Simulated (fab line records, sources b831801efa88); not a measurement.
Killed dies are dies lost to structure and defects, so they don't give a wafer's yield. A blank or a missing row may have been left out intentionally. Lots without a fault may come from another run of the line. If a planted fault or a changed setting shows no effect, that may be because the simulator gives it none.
Which of the tools did it? -- flow sky130 -- route of 708 steps, sampled at 1 step: 13 lots, 39 wafers

== WHAT THE GAUGES SHOWED, per wafer ==
SKY_POLY_GATE_CD_MEAS_22. Usual: cd nm 150.1 nm, standard deviation 1.8.
lot,measured,on,cd nm (nm),flag
L638,day 16 17:56,cd sem-01,153.2 152.3 152.2,
L639,day 17 04:16,cd sem-01,148.2 150.4 147.7,
L644,day 19 06:42,cd sem-02,149.9 148.5 150.4,
L643,day 19 07:53,cd sem-02,148.9 151.1 150.4,
L645,day 19 12:33,cd sem-01,147.6 150.5 149.5,
L646,day 19 23:13,cd sem-01,147.6 148.1 147.4,
L648,day 21 13:19,cd sem-01,148.3 147.2 149.3,
L647,day 21 13:26,cd sem-02,148.7 150.6 152.2,
L656,day 23 23:25,cd sem-02,152.4 150.6 152.1,
L657,day 24 04:01,cd sem-01,152.6 151.8 152.0,
L658,day 24 08:46,cd sem-01,150.2 149.7 150.2,
L659,day 24 14:50,cd sem-02,153.1 151.7 152.6,
L660,day 24 20:30,cd sem-02,153.8 150.0 153.4,

== WHICH TOOL RAN EACH LOT (tool, then ch and the chambers of the sampled wafers, then the start) ==
The record holds no process step before these readings.

== WHAT THE TOOLS THEMSELVES READ (means of the sampled wafers that have a number; where no wafer has one, the mark that the record gives instead) ==
The record holds no such reading with a usual standard deviation.

== THE ANSWER, worked out from the rows above alone ==
Rule: take the mean of a lot's wafers that have a number; if it is more than 3 standard deviations from the usual mean, the lot is off. A lot without any number at a reading at which 4 lots or more have one is off too. The other lots that the step has rows for count as sound. The gauges are gone through in route order, then the tools' own readings, and for those a lot's mean is taken as printed above. At the first step where some lot is off, the reading lying furthest off is the one used; lots without a number count as furthest.
Across all readings shown, no lot is off: no conclusion can be drawn from this.

== WHAT THE SIMULATOR HAD INSERTED ==
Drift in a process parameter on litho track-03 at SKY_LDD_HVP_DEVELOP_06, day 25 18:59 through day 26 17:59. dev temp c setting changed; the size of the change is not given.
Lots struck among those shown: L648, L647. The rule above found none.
